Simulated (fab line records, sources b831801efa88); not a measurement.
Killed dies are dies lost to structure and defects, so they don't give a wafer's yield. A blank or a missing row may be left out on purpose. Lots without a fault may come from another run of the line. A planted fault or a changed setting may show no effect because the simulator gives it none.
fab line records | flow sky130
record lots=6 wafers=18 last_day=50
route steps=708 shown VIA4@651 METAL5@661 PAD_OPEN@708
lots that met no fault: from a run of the same line without faults
start_h: hours from the record's first day to the start of the lot's first wafer shown | wait_h: hours since the lot's step before | " the same as in the row above | L1.1+2: a row that stands for several wafers | - no value, or no start given | * or withheld: withheld | < > ~ a bound
route shown NAME@n: a module of which the file shows steps, and the number in the route of the first | usual: mean/standard deviation of fault-free wafers | same: alike in all rows | chamber/n: place in a boat | sites: the reading at each site | _std_site: their standard deviation | _edge_site: outer sites' mean less inner sites' | radius_mm: how far each site lies from the wafer's centre | mask NAME#n: copy n | behind: the tool/chamber that last shaped the wafer | hold: why the lot was held/for how many hours/how that ended | device: the transistor (n, p or np) that didn't switch | end of line: the same wafers' tests at the end of the route | a step without rows: its recipe alone | killed: dies lost to structure and defects at the first sort, not the wafer's yield | map: a wafer's dies, x killed, . not, _ none there
set.NAME: the setting as run; set.NAME@STEP: as run at that earlier step | model.NAME: the simulator's own value behind a step, which no gauge read
lots at some steps of the route; a table a step, a row a wafer
services: from which hour (start_h, from the record's first day; less than 0 if before it) a tool's chamber was out of use, for how many hours, and why
## steps
# step SKY_VIA4_ETCH_12
# recipe target=SiO2 chemistry=C4F8/O2/Ar stop_on=TiN mask_material=NOVOLAK source_w=1500 bias_w=1200 pressure_mtorr=40 c4f8_flow_sccm=withheld O2_flow_sccm=6 Ar_flow_sccm=300 time_s=withheld target_depth_a=5800
# usual oes_product_au=0.925/0.0048
# columns lot.wafer tool chamber start_h wait_h oes_product_au
L876.2 rie_diel-04 1 1055.88 0.0 0.928
L876.3 " 0 " " 0.924
L876.5 " 0 " " 0.922
L880.1 rie_diel-02 0 1071.78 0.0 0.922
L880.3 " 2 " " 0.925
L880.4 " 3 " " 0.929
L883.1 rie_diel-02 2 1075.08 0.0 0.926
L883.2 " 1 " " 0.924
L883.3 " 3 " " 0.920
L888.4 rie_diel-03 0 1114.03 0.0 0.925
L888.5 " 1 " " 0.925
L888.6 " 0 " " 0.932
L886.1 rie_diel-03 0 1115.93 0.0 0.924
L886.4 " 2 " " 0.928
L886.5 " 3 " " 0.920
L895.2 rie_diel-03 2 1145.93 0.0 0.922
L895.4 " 3 " " 0.919
L895.5 " 2 " " 0.924
# step SKY_VIA4_STRIP_13
# recipe chemistry=O2/N2 power_w=1400 pressure_mtorr=1500 platen_temp_c=withheld o2_flow_sccm=3000 n2_flow_sccm=300 overash_fraction=0.5
# step SKY_VIA4_STRIP_14
# recipe chemistry=post_etch_residue_remover time_s=1200 temp_c=72.5
# step SKY_VIA4_CLEAN_15
# recipe chemistry=IPA time_s=180 temp_c=25
# step SKY_VIA4_CLEAN_16
# recipe chemistry=O3/DIW dry=n2_spin
# step SKY_VIA4_SPUTTER_17
# recipe material=TiN target_thk_nm=20 chamber_pressure_pa=5 power_w=4000 time_s=80
# step SKY_VIA4_CVD_18
# recipe material=W target_thk_nm=505 time_s=152.14 temp_c=400 pressure_torr=40
# usual heater_power_w=868/50 susceptor_temp_C=399.97/0.25
# columns lot.wafer tool chamber start_h wait_h heater_power_w susceptor_temp_C
L876.2 cvd_w-01 0 1057.25 0.1 813 399.95
L876.3 " 0 " " 784 399.87
L876.5 " 0 " " 809 400.09
L880.1 cvd_w-02 0 1072.60 0.0 877 400.03
L880.3 " 0 " " 889 400.02
L880.4 " 1 " " 830 400.58
L883.1 cvd_w-01 1 1077.05 0.0 953 399.83
L883.2 " 0 " " 808 399.74
L883.3 " 1 " " 937 399.92
L888.4 cvd_w-02 0 1114.81 0.1 915 400.08
L888.5 " 1 " " 881 400.19
L888.6 " 0 " " 889 400.03
L886.1 cvd_w-02 1 1116.69 0.0 842 400.23
L886.4 " 1 " " 844 399.97
L886.5 " 0 " " 887 399.87
L895.2 cvd_w-02 1 1147.26 0.0 860 400.25
L895.4 " 1 " " 836 400.02
L895.5 " 1 " " 874 399.77
# step SKY_VIA4_RS_MEAS_19
# recipe thk_meas_gauge=four-point-probe reads=W_of_VIA4_CVD_18+TiN_of_VIA4_SPUTTER_17
# usual VIA4_W_RS=0.2252/0.0019
# columns lot.wafer tool chamber start_h wait_h VIA4_W_RS[ohm/sq]
L876.2 film_metro-04 - 1057.52 0.2 0.2260
L876.3 " - " " 0.2256
L876.5 " - " " 0.2275
L880.1 film_metro-04 - 1072.75 0.1 0.2233
L880.3 " - " " 0.2255
L880.4 " - " " 0.2233
L883.1 film_metro-04 - 1077.22 0.1 0.2224
L883.2 " - " " 0.2238
L883.3 " - " " 0.2220
L888.4 film_metro-02 - 1114.98 0.1 0.2250
L888.5 " - " " 0.2239
L888.6 " - " " 0.2223
L886.1 film_metro-04 - 1116.85 0.1 0.2303
L886.4 " - " " 0.2300
L886.5 " - " " 0.2295
L895.2 film_metro-02 - 1147.43 0.1 0.2284
L895.4 " - " " 0.2252
L895.5 " - " " 0.2277
# step SKY_VIA4_THK_MEAS_20
# recipe thk_meas_gauge=xrf reads=W_of_VIA4_CVD_18
# usual VIA4_W_THK=501/5
# columns lot.wafer tool chamber start_h wait_h VIA4_W_THK[nm]
L876.2 film_metro-04 - 1057.63 0.1 500
L876.3 " - " " 503
L876.5 " - " " 498
L880.1 film_metro-04 - 1072.87 0.1 509
L880.3 " - " " 501
L880.4 " - " " 507
L883.1 film_metro-04 - 1077.34 0.1 506
L883.2 " - " " 509
L883.3 " - " " 509
L888.4 film_metro-02 - 1115.07 0.1 500
L888.5 " - " " 498
L888.6 " - " " 505
L886.1 film_metro-04 - 1116.97 0.1 495
L886.4 " - " " 491
L886.5 " - " " 497
L895.2 film_metro-02 - 1147.54 0.1 493
L895.4 " - " " 501
L895.5 " - " " 493
# step SKY_VIA4_CMP_21
# recipe stop_on=SiO2 t_overpolish_s=25 down_force_psi=3.5 platen_rpm=60 target_thk_nm=0 pad_velocity_m_s=0.94248
# usual head_pressure_psi=3.500/0.0083 motor_current_A=10.9/1.3 overpolish_run_s=25.000/0.0077 slurry_flow_ml_min=150.0/0.43 time_to_endpoint_s=123/6.2
# same t_overpolish_s=25
# columns lot.wafer tool chamber start_h wait_h head_pressure_psi motor_current_A overpolish_run_s slurry_flow_ml_min time_to_endpoint_s
L876.3 cmp-01 2 1057.78 0.1 3.503 14.5 24.993 149.2 127
L876.2 " 3 " " 3.486 12.6 25.005 149.9 130
L876.5 " 0 " " 3.501 9.9 24.989 149.6 121
L880.4 cmp-02 2 1072.93 0.0 3.499 10.9 24.999 150.6 132
L880.1 " 0 " " 3.512 10.8 25.009 150.1 116
L880.3 " 1 " " 3.494 9.8 24.998 150.7 117
L883.3 cmp-01 2 1077.75 0.4 3.490 13.9 25.008 150.0 121
L883.2 " 3 " " 3.511 12.6 25.005 150.0 124
L883.1 " 0 " " 3.499 9.8 24.990 150.0 119
L888.4 cmp-02 1 1115.49 0.4 3.506 9.4 25.013 149.8 121
L888.5 " 2 " " 3.501 10.2 25.005 150.5 135
L888.6 " 3 " " 3.496 11.7 24.997 149.9 130
L886.1 cmp-01 2 1117.08 0.1 3.502 14.5 24.993 150.2 118
L886.4 " 3 " " 3.498 12.4 24.990 150.3 123
L886.5 " 1 " " 3.499 9.6 25.004 149.6 120
L895.2 cmp-02 0 1147.64 0.1 3.492 10.4 25.010 149.2 114
L895.4 " 2 " " 3.513 10.5 25.013 149.6 127
L895.5 " 0 " " 3.503 10.2 24.995 149.7 114
# step SKY_METAL5_SPUTTER_00
# recipe material=Ti target_thk_nm=15 power_w=3000 time_s=10.36 chamber_pressure_pa=0.4
# usual cathode_dc_power_W=3000.0/0.52 throttle_valve_pct=29.8/0.82
# columns lot.wafer tool chamber start_h wait_h cathode_dc_power_W throttle_valve_pct
L876.2 pvd_sputter-02 - 1057.98 0.1 3000.0 29.2
L876.3 " - " " 3000.4 30.7
L876.5 " - " " 2998.9 31.0
L880.1 pvd_sputter-02 - 1073.23 0.1 2999.5 30.7
L880.3 " - " " 3000.3 28.8
L880.4 " - " " 2999.3 30.1
L883.1 pvd_sputter-02 - 1078.05 0.1 3000.7 28.9
L883.2 " - " " 2999.2 29.9
L883.3 " - " " 2999.6 31.0
L888.4 pvd_sputter-02 - 1115.64 0.1 2999.4 31.0
L888.5 " - " " 3000.6 29.7
L888.6 " - " " 2998.9 29.0
L886.1 pvd_sputter-02 - 1117.33 0.2 2999.6 29.6
L886.4 " - " " 2999.7 31.0
L886.5 " - " " 3000.3 29.4
L895.2 pvd_sputter-01 - 1147.89 0.2 3000.2 30.8
L895.4 " - " " 3000.7 28.1
L895.5 " - " " 3000.0 28.1
# step SKY_METAL5_SPUTTER_01
# recipe material=TiN target_thk_nm=20 power_w=6500 time_s=16.7 chamber_pressure_pa=0.4
# step SKY_METAL5_SPUTTER_02
# recipe material=AlCu target_thk_nm=1150 power_w=10600 time_s=61.2 chamber_pressure_pa=0.4
# usual cathode_dc_power_W=10600/2 throttle_valve_pct=29.7/0.79
# columns lot.wafer tool chamber start_h wait_h cathode_dc_power_W throttle_valve_pct model.AlCu_of_METAL5_SPUTTER_02.thk_nm
L876.2 pvd_sputter-02 - 1058.03 0.0 10600 29.4 1135
L876.3 " - " " 10598 31.0 1155
L876.5 " - " " 10601 30.7 1160
L880.1 pvd_sputter-02 - 1073.28 0.0 10597 31.1 1152
L880.3 " - " " 10599 28.9 1156
L880.4 " - " " 10597 30.0 1151
L883.1 pvd_sputter-02 - 1078.10 0.0 10602 28.8 1139
L883.2 " - " " 10604 30.0 1152
L883.3 " - " " 10600 31.0 1149
L888.4 pvd_sputter-02 - 1115.69 0.0 10040 30.9 1114
L888.5 " - " " 10038 29.7 1091
L888.6 " - " " 10039 28.9 1105
L886.1 pvd_sputter-02 - 1117.37 0.0 10041 29.6 1088
L886.4 " - " " 10040 31.0 1101
L886.5 " - " " 10039 29.5 1093
L895.2 pvd_sputter-01 - 1147.94 0.0 10601 31.0 1161
L895.4 " - " " 10601 28.3 1163
L895.5 " - " " 10599 28.0 1156
# step SKY_METAL5_SPUTTER_03
# recipe material=Ti target_thk_nm=5 power_w=3000 time_s=3.3 chamber_pressure_pa=0.4
# usual cathode_dc_power_W=3000.1/0.58 throttle_valve_pct=29.7/0.85
# columns lot.wafer tool chamber start_h wait_h cathode_dc_power_W throttle_valve_pct
L876.2 pvd_sputter-02 - 1058.08 0.0 2998.7 29.6
L876.3 " - " " 3000.9 31.1
L876.5 " - " " 3001.2 30.7
L880.1 pvd_sputter-02 - 1073.33 0.0 3000.2 31.1
L880.3 " - " " 2999.8 28.8
L880.4 " - " " 2999.3 30.0
L883.1 pvd_sputter-02 - 1078.15 0.0 2999.7 28.7
L883.2 " - " " 3000.2 29.8
L883.3 " - " " 3000.3 30.8
L888.4 pvd_sputter-02 - 1115.74 0.0 3000.2 30.9
L888.5 " - " " 3000.3 29.7
L888.6 " - " " 2999.5 28.7
L886.1 pvd_sputter-02 - 1117.43 0.0 3000.5 29.4
L886.4 " - " " 3001.1 31.0
L886.5 " - " " 2999.4 29.5
L895.2 pvd_sputter-01 - 1147.99 0.0 3000.4 30.9
L895.4 " - " " 3000.5 28.2
L895.5 " - " " 2999.9 28.1
# step SKY_METAL5_SPUTTER_04
# recipe material=TiN target_thk_nm=70 power_w=6500 time_s=58.3 chamber_pressure_pa=0.4
# step SKY_METAL5_RS_MEAS_05
# recipe thk_meas_gauge=four-point-probe reads=TiN_of_METAL5_SPUTTER_04+Ti_of_METAL5_SPUTTER_03+AlCu_of_METAL5_SPUTTER_02+TiN_of_METAL5_SPUTTER_01+Ti_of_METAL5_SPUTTER_00
# usual METAL5_ALCU_RS=0.0270/0.00033
# columns lot.wafer tool chamber start_h wait_h hold METAL5_ALCU_RS[ohm/sq]
L876.2 film_metro-04 - 1058.17 0.0 - 0.0274
L876.3 " - " " - 0.0269
L876.5 " - " " - 0.0268
L880.1 film_metro-03 - 1073.40 0.0 - 0.0270
L880.3 " - " " - 0.0269
L880.4 " - " " - 0.0270
L883.1 film_metro-01 - 1078.22 0.0 - 0.0273
L883.2 " - " " - 0.0270
L883.3 " - " " - 0.0271
L888.4 film_metro-03 - 1115.87 0.1 await_dispo/0.2h/release 0.0279
L888.5 " - " " await_dispo/0.2h/release 0.0286
L888.6 " - " " await_dispo/0.2h/release 0.0282
L888.4 film_metro-03 - 1116.15 0.3 - 0.0280
L888.5 " - " " - 0.0286
L888.6 " - " " - 0.0282
L886.1 film_metro-01 - 1117.49 0.0 await_dispo/0.2h/release 0.0286
L886.4 " - " " await_dispo/0.2h/release 0.0283
L886.5 " - " " await_dispo/0.2h/release 0.0284
L886.1 film_metro-01 - 1117.78 0.3 - 0.0286
L886.4 " - " " - 0.0283
L886.5 " - " " - 0.0285
L895.2 film_metro-01 - 1148.08 0.0 - 0.0268
L895.4 " - " " - 0.0267
L895.5 " - " " - 0.0269
# step SKY_METAL5_THK_MEAS_06
# recipe thk_meas_gauge=xrf reads=AlCu_of_METAL5_SPUTTER_02
# usual METAL5_ALCU_THK=1147/15
# columns lot.wafer tool chamber start_h wait_h hold METAL5_ALCU_THK[nm]
L876.2 film_metro-04 - 1058.28 0.1 - 1126
L876.3 " - " " - 1144
L876.5 " - " " - 1150
L880.1 film_metro-03 - 1073.52 0.1 - 1148
L880.3 " - " " - 1152
L880.4 " - " " - 1156
L883.1 film_metro-01 - 1078.34 0.1 - 1138
L883.2 " - " " - 1151
L883.3 " - " " - 1144
L888.4 film_metro-03 - 1117.92 1.7 await_dispo/0.2h/release 1104
L888.5 " - " " await_dispo/0.2h/release 1084
L888.6 " - " " await_dispo/0.2h/release 1096
L888.4 film_metro-03 - 1118.14 0.2 - 1099
L888.5 " - " " - 1083
L888.6 " - " " - 1092
L886.1 film_metro-01 - 1119.58 1.8 await_dispo/0.2h/release 1085
L886.4 " - " " await_dispo/0.2h/release 1104
L886.5 " - " " await_dispo/0.2h/release 1088
L886.1 film_metro-01 - 1119.90 0.3 - 1078
L886.4 " - " " - 1089
L886.5 " - " " - 1087
L895.2 film_metro-01 - 1148.19 0.1 - 1158
L895.4 " - " " - 1158
L895.5 " - " " - 1156
# step SKY_PAD_OPEN_PROBE_99
# usual defect_limited_yield=82.5/1.9 killed_at_M0_to_M3=42/6.4 killed_at_M4_up=2.9/1.7 killed_at_contacts=25/5.2 killed_at_front_end=16/4.4 killed_at_other=0.4/0.65 killed_dies=86/9.2 killed_open=47/6.6 killed_short=39/5.8 sort_bin_3_pad_short=0.9/0.42 sort_bin_5_function=10.4/1.5 sort_bin_6_memory=6.3/1 sort_n_pass=406/9.2 sort_yield_pct=82.5/1.9
# same gross_dies=492 killed_at_back_side=0 sort_bin_4_leakage[%]=0 sort_bin_8_speed[%]=0
# columns lot.wafer tool chamber start_h wait_h defect_limited_yield[%] killed_at_M0_to_M3 killed_at_M4_up killed_at_contacts killed_at_front_end killed_at_other killed_dies killed_open killed_short sort_bin_3_pad_short[%] sort_bin_5_function[%] sort_bin_6_memory[%] sort_n_pass sort_yield_pct[%] model.etest.met5.rs_ohm_sq model.etest.met5.line_ohm_um
L876.2 prober-02 - 1124.21 0.1 84.1 42 1 22 13 0 78 44 34 0.2 9.3 6.3 414 84.1 0.02768 0.01727
L876.3 prober-02 - 1124.26 0.2 85.0 38 3 19 14 0 74 42 31 0.2 10.8 4.1 418 85.0 0.02702 0.01678
L876.5 prober-02 - 1124.36 0.2 79.5 61 2 19 19 0 101 55 46 1.6 10.8 8.1 391 79.5 0.02684 0.01665
L880.1 prober-02 - 1136.96 0.1 81.5 35 4 31 21 0 91 58 32 0.6 11.0 6.9 401 81.5 0.02732 0.01713
L880.3 prober-02 - 1137.06 0.2 80.5 41 4 29 22 0 96 49 46 1.0 11.6 6.9 396 80.5 0.02691 0.01665
L880.4 prober-02 - 1137.11 0.2 84.6 31 1 25 18 1 76 36 38 0.8 9.3 5.3 416 84.6 0.02709 0.01693
L883.1 prober-02 - 1142.44 0.1 85.0 33 5 22 14 0 74 44 30 0.6 8.5 5.9 418 85.0 0.02762 0.01713
L883.2 prober-02 - 1142.49 0.1 79.9 52 4 26 17 0 99 58 41 0.8 12.4 6.9 393 79.9 0.02709 0.01693
L883.3 prober-02 - 1142.54 0.2 85.0 36 1 20 16 1 74 35 39 0.4 9.1 5.5 418 85.0 0.02712 0.01694
L888.4 prober-02 - 1173.81 0.2 83.7 43 2 25 10 0 80 46 34 1.4 9.8 5.1 412 83.7 0.028 0.01744
L888.5 prober-02 - 1173.86 0.2 80.9 43 2 28 18 3 94 56 37 1.4 11.6 6.1 398 80.9 0.02867 0.0179
L888.6 prober-02 - 1173.91 0.2 81.1 41 2 41 9 0 93 62 31 0.4 12.4 6.1 399 81.1 0.02828 0.01771
L886.1 prober-01 - 1176.62 0.1 87.2 26 2 24 11 0 63 32 31 0.4 8.5 3.9 429 87.2 0.02904 0.01811
L886.4 prober-01 - 1176.77 0.2 84.1 34 1 33 10 0 78 47 31 0.4 9.6 5.9 414 84.1 0.02862 0.01781
L886.5 prober-01 - 1176.82 0.2 83.1 37 6 25 15 0 83 40 43 1.4 10.6 4.9 409 83.1 0.02845 0.01774
L895.2 prober-02 - 1202.06 0.1 82.1 46 4 21 17 0 88 43 45 1.0 10.4 6.5 404 82.1 0.02687 0.01684
L895.4 prober-02 - 1202.16 0.2 79.3 53 6 32 11 0 102 59 43 0.6 13.6 6.5 390 79.3 0.02687 0.01671
L895.5 prober-02 - 1202.21 0.2 80.9 50 5 26 13 0 94 51 43 1.4 12.0 5.7 398 80.9 0.02706 0.01674
# killed by level:class
L876.2 CONTACT:geometric_particle:open=7 VIA2:geometric_particle:open=7 LI_CONTACT:geometric_particle:open=6 METAL2:geometric_particle:short=6 VIA3:geometric_particle:open=6 VIA1:geometric_particle:open=5 POLY_GATE:geometric_particle:short=4 SPACER:geometric_particle:short=4
L876.3 LI_CONTACT:geometric_particle:open=7 VIA1:geometric_particle:open=6 VIA2:geometric_particle:open=6 METAL1:geometric_particle:short=5 VIA3:geometric_particle:open=5 METAL3:geometric_particle:short=5 FIELD_ISO:geometric_particle:open=4 POLY_GATE:geometric_particle:open=4
L876.5 VIA1:geometric_particle:open=18 VIA3:geometric_particle:open=9 POLY_GATE:geometric_particle:open=6 POLY_GATE:geometric_particle:short=6 LI_CONTACT:geometric_particle:open=6 METAL1:geometric_particle:short=6 METAL3:geometric_particle:short=6 METAL2:geometric_particle:short=6
L880.1 CONTACT:geometric_particle:open=15 VIA1:geometric_particle:open=9 VIA3:geometric_particle:open=8 CONTACT:geometric_particle:short=7 POLY_GATE:geometric_particle:open=5 LI_CONTACT:geometric_particle:open=5 VIA2:geometric_particle:open=5 POLY_CUT:geometric_particle:short=4
L880.3 CONTACT:geometric_particle:open=13 VIA3:geometric_particle:open=8 LI_CONTACT:geometric_particle:open=6 LOCAL_INTERCONNECT:geometric_particle:short=6 METAL2:geometric_particle:short=6 FIELD_ISO:geometric_particle:open=5 POLY_GATE:geometric_particle:short=5 VIA1:geometric_particle:open=5
L880.4 VIA1:geometric_particle:open=8 VIA2:geometric_particle:open=7 CONTACT:geometric_particle:open=7 CONTACT:geometric_particle:short=6 FIELD_ISO:geometric_particle:short=5 LI_CONTACT:geometric_particle:short=5 LOCAL_INTERCONNECT:geometric_particle:short=5 FIELD_ISO:geometric_particle:open=4
L883.1 CONTACT:geometric_particle:open=10 FIELD_ISO:geometric_particle:open=5 LI_CONTACT:geometric_particle:open=5 VIA1:geometric_particle:open=5 VIA2:geometric_particle:open=5 VIA3:geometric_particle:open=5 FIELD_ISO:geometric_particle:short=4 METAL1:geometric_particle:short=4
L883.2 VIA1:geometric_particle:open=14 LI_CONTACT:geometric_particle:open=11 CONTACT:geometric_particle:open=8 VIA1:geometric_particle:short=8 VIA2:geometric_particle:open=6 FIELD_ISO:geometric_particle:open=5 METAL1:geometric_particle:short=5 METAL2:geometric_particle:short=5
L883.3 CONTACT:geometric_particle:open=8 VIA3:geometric_particle:open=6 VIA1:geometric_particle:open=6 POLY_GATE:geometric_particle:short=5 LI_CONTACT:geometric_particle:open=5 VIA1:geometric_particle:short=5 VIA2:geometric_particle:open=5 CONTACT:geometric_particle:short=4
L888.4 CONTACT:geometric_particle:open=10 VIA1:geometric_particle:short=7 VIA3:geometric_particle:open=7 LI_CONTACT:geometric_particle:short=6 FIELD_ISO:geometric_particle:open=5 VIA1:geometric_particle:open=5 VIA2:geometric_particle:open=5 METAL3:geometric_particle:short=4
L888.5 CONTACT:geometric_particle:open=10 VIA1:geometric_particle:open=10 VIA3:geometric_particle:open=8 LI_CONTACT:geometric_particle:open=7 VIA2:geometric_particle:open=7 FIELD_ISO:geometric_particle:open=5 VIA1:geometric_particle:short=5 FIELD_ISO:geometric_particle:short=4
L888.6 LI_CONTACT:geometric_particle:open=16 CONTACT:geometric_particle:open=14 VIA2:geometric_particle:open=6 VIA1:geometric_particle:open=6 VIA3:geometric_particle:open=6 LOCAL_INTERCONNECT:geometric_particle:short=5 METAL2:geometric_particle:short=5 POLY_GATE:geometric_particle:open=4
L886.1 LOCAL_INTERCONNECT:geometric_particle:short=7 LI_CONTACT:geometric_particle:open=6 CONTACT:geometric_particle:open=6 METAL1:geometric_particle:short=4 VIA2:geometric_particle:open=4 FIELD_ISO:geometric_particle:open=3 POLY_GATE:geometric_particle:short=3 VIA1:geometric_particle:short=3
L886.4 VIA1:geometric_particle:open=13 LI_CONTACT:geometric_particle:open=11 CONTACT:geometric_particle:open=9 LI_CONTACT:geometric_particle:short=5 VIA1:geometric_particle:short=5 VIA3:geometric_particle:open=5 METAL2:geometric_particle:short=4 CONTACT:geometric_particle:short=4
L886.5 CONTACT:geometric_particle:open=10 METAL2:geometric_particle:short=8 FIELD_ISO:geometric_particle:short=5 VIA1:geometric_particle:open=5 VIA3:geometric_particle:open=5 LI_CONTACT:geometric_particle:short=4 LI_CONTACT:geometric_particle:open=4 CONTACT:geometric_particle:short=4
L895.2 VIA3:geometric_particle:open=9 METAL1:geometric_particle:short=8 CONTACT:geometric_particle:open=8 VIA1:geometric_particle:open=6 VIA1:geometric_particle:short=5 SPACER:geometric_particle:open=4 LI_CONTACT:geometric_particle:short=4 METAL2:geometric_particle:short=4
L895.4 CONTACT:geometric_particle:open=13 METAL1:geometric_particle:short=9 VIA1:geometric_particle:open=9 METAL2:geometric_particle:short=8 LI_CONTACT:geometric_particle:open=7 VIA2:geometric_particle:open=6 VIA3:geometric_particle:open=6 FIELD_ISO:geometric_particle:open=4
L895.5 VIA3:geometric_particle:open=13 VIA1:geometric_particle:open=9 METAL2:geometric_particle:short=9 LI_CONTACT:geometric_particle:open=8 CONTACT:geometric_particle:open=8 LOCAL_INTERCONNECT:geometric_particle:short=5 VIA2:geometric_particle:open=5 POLY_GATE:geometric_particle:short=4
## services
# columns tool chamber start_h hours kind
rie_diel-03 1 1036.27 8.8 repair
cmp-02 - 1038.51 10.4 pm
cvd_w-02 - 1039.64 0.4 repair
cmp-02 - 1049.64 1.3 repair
cvd_w-01 1 1055.94 2.9 repair
rie_diel-02 3 1058.63 6.6 repair
cmp-01 - 1072.86 1.1 repair
pvd_sputter-01 2 1083.16 - consumable_replace:kit
pvd_sputter-01 2 1083.16 18.0 scheduled_down
cmp-01 - 1084.62 4.0 pm
cvd_w-01 1 1085.55 7.6 repair
cmp-02 - 1090.79 0.9 repair
cvd_w-01 - 1091.80 2.8 pm
pvd_sputter-02 0 1094.10 - consumable_replace:kit
pvd_sputter-02 0 1094.10 18.0 scheduled_down
pvd_sputter-02 0 1094.10 18.0 vent_cycle
rie_diel-04 - 1098.76 4.7 repair
rie_diel-03 1 1109.09 2.9 repair
rie_diel-04 0 1112.52 4.2 repair
cmp-01 - 1114.51 1.9 repair
cvd_w-02 - 1117.22 2.8 pm
rie_diel-02 - 1118.30 15.6 pm
cmp-02 - 1121.22 4.3 pm
rie_diel-03 - 1135.87 3.5 repair
## key
first_sign step=SKY_METAL5_SPUTTER_02 reading=cathode_dc_power_W direction=down sigmas=99+ usual=10600 struck=10040
effect step=SKY_METAL5_RS_MEAS_05 reading=visit direction=added
effect step=SKY_METAL5_THK_MEAS_06 reading=visit direction=added
model_effect step=SKY_METAL5_SPUTTER_02 value=AlCu_of_METAL5_SPUTTER_02.thk_nm without=1159 struck=1099
model_effect step=SKY_PAD_OPEN_PROBE_99 value=etest.met5.rs_ohm_sq without=0.02701 struck=0.02851
met_at SKY_METAL5_SPUTTER_02
struck_wafers L886.1,L886.4,L886.5,L888.4,L888.5,L888.6
onset_between 1078.10 1115.69
fault kind=process_parameter_drift tool=pvd_sputter-02 chamber=- onset_h=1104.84 steps=SKY_METAL5_SPUTTER_02 channel=power_w offset=* shape=step end_h=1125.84 acts_in=* stated=*
